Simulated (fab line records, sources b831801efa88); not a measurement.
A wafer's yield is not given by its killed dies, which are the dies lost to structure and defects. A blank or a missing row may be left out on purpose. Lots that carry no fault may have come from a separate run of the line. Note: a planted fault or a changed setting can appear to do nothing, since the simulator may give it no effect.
8D (eight disciplines) problem report, filled in by code || flow sky130 || the parts of the form that need people (team, actions taken, sign-off) are left out

== 1. WHAT WENT WRONG ==
At SKY_METAL3_SPUTTER_01, chamber-pressure-pa averages 0.4841 Pa over 2 wafers from 2 lots, while fault-free wafers read 0.4000 Pa, standard deviation 0.00079. That is +99 or more standard deviations from the usual mean.
The step: material TiN, target thk 20 nm, time 16.7 s.
Earliest sighting: wafer L655.6 on pvd-sputter-04 at day 38 03:10. The record holds 36 wafers of 12 lots with a number at this step. Rule for "out" (also "out of limits"): further than 4 standard deviations from the usual mean. All remaining wafers that have a number are taken as sound.

== 2. WHAT IT IS; WHAT IT IS NOT ==
{"question": "which readings at this step", "is": "chamber-pressure-pa", "is not": "throttle-valve-pct"}
{"question": "which lots", "is": "L655, L658", "is not": "L649, L650, L651, L659, L663, L665, L666, L669, L671, L672"}
{"question": "which wafers of those lots", "is": "L655.6, L658.2", "is not": "L655.3, L655.5, L658.1, L658.5"}
{"question": "read on which tools", "is": "pvd-sputter-04", "is not": "pvd-sputter-01"}
{"question": "when", "is": "from day 38 03:10", "is not": "up to then (11 sound wafers); but 23 sound wafers of L658, L659, L663, L665, L666, L669, L671, L672 came after"}

== 3. WHAT RULES OUT EACH SUSPECT ==
Counting: any tool at a process step up to the reading remains a suspect provided it ran every lot that is out. Sound lots after the first of them don't rule it out here, since some wafers of a struck lot are sound.
- cvd-w-01 at SKY_VIA2_CVD_21 (deposits W, target thk 420 nm, time 126.4 s): kept. It ran every lot that is out, first L655 (day 38 02:34); its last sound lot up to then is L651 (day 37 12:55).
- pvd-sputter-04 at SKY_METAL3_SPUTTER_01 (material TiN, target thk 20 nm, time 16.7 s): kept. It ran every lot that is out, first L655 (day 38 03:10); its last sound lot up to then is L651 (day 37 13:34). Its own readings are out on those wafers: chamber-pressure-pa.
Left after counting: cvd-w-01 at SKY_VIA2_CVD_21, pvd-sputter-04 at SKY_METAL3_SPUTTER_01.

== 4. THE CAUSE (what the simulator had put in) ==
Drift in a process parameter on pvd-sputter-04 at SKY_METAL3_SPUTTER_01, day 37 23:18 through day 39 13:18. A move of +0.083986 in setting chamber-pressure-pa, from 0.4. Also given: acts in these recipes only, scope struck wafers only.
This tool is one of the 2 suspects left after counting.

== 5. SEQUENCE OF EFFECTS, ordered by route ==
One row per reading whose mean, taken over the struck wafers that have a number, lies over 3 standard deviations from the usual. Only readings whose record carries a usual standard deviation are examined. hours: median over the lots of the time between each lot's start at the first step of this table that gives one and its start at this step. sigmas: the change, counted in usual standard deviations.
{"hours": 0, "step": "SKY_METAL3_SPUTTER_01", "reading": "chamber-pressure-pa", "usual": "0.4000 Pa", "on struck wafers": 0.4841, "change": "+0.0841", "sigmas": "+99 or more"}
Here are the process steps it includes:
- SKY_METAL3_SPUTTER_01: material TiN, target thk 20 nm, time 16.7 s.

== 6. WHAT WOULD HAVE CAUGHT IT SOONER ==
4 hours passed between the start of the fault at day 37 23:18 and the first reading out of limits in this record, taken at day 38 03:10.
